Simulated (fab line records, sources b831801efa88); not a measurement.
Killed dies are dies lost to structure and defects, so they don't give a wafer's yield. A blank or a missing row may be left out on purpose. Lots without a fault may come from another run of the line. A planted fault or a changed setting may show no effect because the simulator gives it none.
Problem report in the 8D (eight disciplines) form, filled by code | flow sky130 | the parts of the form that need people (team, actions taken, sign-off) are left out

1. THE PROBLEM
PASSIVATION_CVD_02_THK at SKY_PASSIVATION_THK_MEAS_03 reads a mean of 388 nm on 2 wafers of 1 lot; wafers without a fault read 540 nm with a standard deviation of 6. That is -25 standard deviations from the usual mean.
First seen on wafer L603.1, day 47 19:26, on film_metro-03. The record holds 30 wafers of 10 lots with a number at this step. Rule for "out", or "out of limits": more than 4 standard deviations from the usual mean. The other wafers with a number count as sound.

2. WHAT IT IS AND WHAT IT IS NOT
question                    | is                     | is not
which readings at this step | PASSIVATION_CVD_02_THK | -
which lots                  | L603                   | L589, L590, L591, L592, L593, L597, L609, L610, L612
which wafers of those lots  | L603.1, L603.5         | L603.6
read on which gauges        | film_metro-03          | film_metro-04
when                        | from day 47 19:26      | up to then (19 sound wafers); but 9 sound wafers of L609, L610, L612 came after

3. SUSPECTS, AND WHAT RULES EACH OUT
Counting: a tool at a process step up to the reading stays a suspect if it ran every lot that is out. Sound lots after the first of them don't rule it out here, since some wafers of a struck lot are sound.
- the gauge at SKY_PASSIVATION_THK_MEAS_03: ruled out. All the wafers that are out were read on film_metro-03, but those of them that SKY_PASSIVATION_ETCH_11 has rows for are out there too, on other tools.
- pvd_sputter-02 at SKY_METAL4_SPUTTER_00 (material Ti, target thk 15 nm, time 10 s): kept. It ran the lot that is out, L603 (day 44 01:16); its last sound lot up to then is L597 (day 42 13:13).
- rie_metal-03 at SKY_METAL4_DESCUM_15 (chemistry O2, time 8 s): kept. It ran the lot that is out, L603 (day 45 22:28); its last sound lot up to then is L591 (day 42 10:53).
- rie_diel-01 at SKY_VIA4_ETCH_12 (etches SiO2 in C4F8/O2/Ar, stops on TiN, target depth 580 nm): kept. It ran the lot that is out, L603 (day 46 20:20); its last sound lot up to then is L593 (day 44 03:59).
- pecvd-04 at SKY_PASSIVATION_CVD_02 (deposits Si3N4, target thk 540 nm): kept. It ran the lot that is out, L603 (day 47 19:13); its last sound lot up to then is L592 (day 44 17:40).
- Within rie_metal-03 at SKY_METAL4_DESCUM_15: the wafers that are out ran in chamber 1; their sound lot-mates ran in chamber 0.
- Within rie_diel-01 at SKY_VIA4_ETCH_12: the wafers that are out ran in chambers 0, 1; their sound lot-mates ran in chamber 3.
- Within pecvd-04 at SKY_PASSIVATION_CVD_02: the wafers that are out ran in chamber 2; their sound lot-mates ran in chamber 1.
Left after counting: pvd_sputter-02 at SKY_METAL4_SPUTTER_00, rie_metal-03 at SKY_METAL4_DESCUM_15, rie_diel-01 at SKY_VIA4_ETCH_12, pecvd-04 at SKY_PASSIVATION_CVD_02.

4. THE CAUSE (what the simulator had put in)
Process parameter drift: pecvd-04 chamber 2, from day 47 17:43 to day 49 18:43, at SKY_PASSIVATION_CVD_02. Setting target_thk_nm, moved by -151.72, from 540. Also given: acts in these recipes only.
Counting left 4 suspects, and this tool is among them.

5. THE CHAIN OF EFFECTS, in route order
Each row: a reading whose mean over the struck wafers that have a number lies more than 3 standard deviations from the usual. Only readings for which the record gives a usual standard deviation are gone through. hours: the time from each lot's start at the first step in this table that gives one to its start at this step, as a median over the lots. sigmas: the change in usual standard deviations.
hours | step                        | reading                | usual      | on struck wafers | change | sigmas
0     | SKY_PASSIVATION_THK_MEAS_03 | PASSIVATION_CVD_02_THK | 540 nm     | 388              | -152   | -25
19    | SKY_PASSIVATION_ETCH_11     | oes_product_au         | 0.977 a.u. | 0.851            | -0.126 | -19
19    | SKY_PASSIVATION_ETCH_11     | throttle_valve_pct     | 5.964 %    | 5.925            | -0.040 | -4.8
The process steps in it:
- SKY_PASSIVATION_ETCH_11: etches the open film in CF4/O2, stops on AlCu, target depth 725 nm, time 161.1 s.

6. WHAT WOULD HAVE CAUGHT IT SOONER
In this record the first reading out of limits at a measuring or inspecting step was taken at day 47 19:26, 2 hours after the fault began at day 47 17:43.
Of the tool readings at SKY_PASSIVATION_CVD_02 for which the record gives a usual standard deviation, none was out on any struck wafer, so an alarm limit of 4 standard deviations on them would not have fired.
All the lots that are out (1) had begun SKY_PASSIVATION_CVD_02 on pecvd-04 by day 47 19:26. A hold on the tool at that time would have spared none of them.
